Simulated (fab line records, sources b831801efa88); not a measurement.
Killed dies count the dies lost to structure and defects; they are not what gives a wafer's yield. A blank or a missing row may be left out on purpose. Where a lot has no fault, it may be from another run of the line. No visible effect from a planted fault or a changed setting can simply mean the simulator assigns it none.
A struck lot beside a sound one :: flow sky130 :: 14 out of 708 route steps
Sound: the wafers L564.1, L564.5, L564.6. Wafers struck: L573.2, L573.3, L573.4. At the end, the cause is stated.
For every step that has rows: the tool of each side, followed by ch and its chambers, followed by its first start. Under that, the readings that differ: sound wafers :: struck wafers :: difference of the means :: sigmas: that difference in standard deviations of wafers without a fault.
alike: readings with means less than 2 such deviations apart, plus words and numbers identical on both sides. not compared: withheld readings, readings lacking a value on some wafer, bounds such as >300 that could conceal the same value, and numbers that have no deviation in the record and whose values overlap.
The two part at a step that has a row with sigmas, a row that says differs or no value, or rows on one side only. When numbers do not overlap yet have no deviation, they are printed without sigmas and do not part them. A reading missing from all wafers of one side parts the sides only when that side holds two or more wafers.

first, 6 steps without rows for these wafers: SKY_METAL4_COAT_07 (resist thk 60 nm); SKY_METAL4_COAT_08 (resist thk 1140 nm); SKY_METAL4_SOFTBAKE_09 (time 90 s); SKY_METAL4_EXPOSE_10 (exposes mask MM4, target cd 300 nm); SKY_METAL4_PEB_11; SKY_METAL4_DEVELOP_12 (develop time 60 s).
SKY_METAL4_CD_MEAS_13 targets a cd of 300 nm.
  struck on cd-sem-01, day 46 03:37; sound on cd-sem-01, day 43 22:03
  alike: cd-nm
SKY_METAL4_OVL_MEAS_14:
  struck on overlay-01, day 46 03:44; sound on overlay-02, day 43 22:10
  alike: METAL4_OVL
SKY_METAL4_DESCUM_15: chemistry O2, time 8 s.
  sound on rie-metal-02 ch 0,1, day 43 22:13; struck on rie-metal-03 ch 0,1, day 46 03:46
  alike: drypump-motor-current-A, oes-product-au
  not compared: rf-hours-counter-h
SKY_METAL4_ETCH_16: etches BARC in N2/H2, stops on SiO2, time 88.2 s, target depth 60 nm.
  sound on rie-metal-02 ch 0,1, day 43 22:14; struck on rie-metal-03 ch 0,1, day 46 03:47
  alike: drypump-motor-current-A, h2-flow-sccm, oes-product-au, throttle-valve-pct
  not compared: rf-hours-counter-h
SKY_METAL4_ETCH_17: etches SiO2 in C4F8/O2/Ar, stops on TiN, time 3.9 s, target depth 15 nm.
  sound on rie-diel-01 ch 2,3, day 43 22:20; struck on rie-diel-03 ch 0,1,3, day 46 03:53
  alike: oes-product-au
  not compared: rf-hours-counter-h
SKY_METAL4_METAL_ETCH_18: etches the open film in Cl2/BCl3, stops on SiO2, target depth 845 nm, time 183.1 s.
  sound on rie-metal-04 ch 0,1, day 43 22:22; struck on rie-metal-04 ch 0,1, day 46 03:55
  alike: drypump-motor-current-A, oes-product-au, throttle-valve-pct
  not compared: rf-hours-counter-h
SKY_METAL4_STRIP_19: strips in O2/N2.
  sound on plasma-asher-04 ch 0,1, day 43 22:32; struck on plasma-asher-04 ch 0,1, day 46 04:05
  no value came back on the struck wafers for chamber-pressure-mTorr (mTorr), drypump-motor-current-A (A), oes-product-au (a.u.), strip-time-to-endpoint-s (s); on the sound wafers chamber-pressure-mTorr (mTorr) reads 1502.1 1500.2 1499.2
reading: model.KrF-thick_of_METAL4_COAT_08.thk-nm (nm)
sound: 0 0 0
struck: 522 522.3 527
difference: +524
sigmas: 
  not compared: rf-hours-counter-h
then, 1 step without rows for these wafers: SKY_METAL4_STRIP_20 (strips in post etch residue remover, time 1200 s).

## WHERE THEY PART
At SKY_METAL4_STRIP_19 and nowhere else, as far as this record goes.

WHY: what the simulator had put in
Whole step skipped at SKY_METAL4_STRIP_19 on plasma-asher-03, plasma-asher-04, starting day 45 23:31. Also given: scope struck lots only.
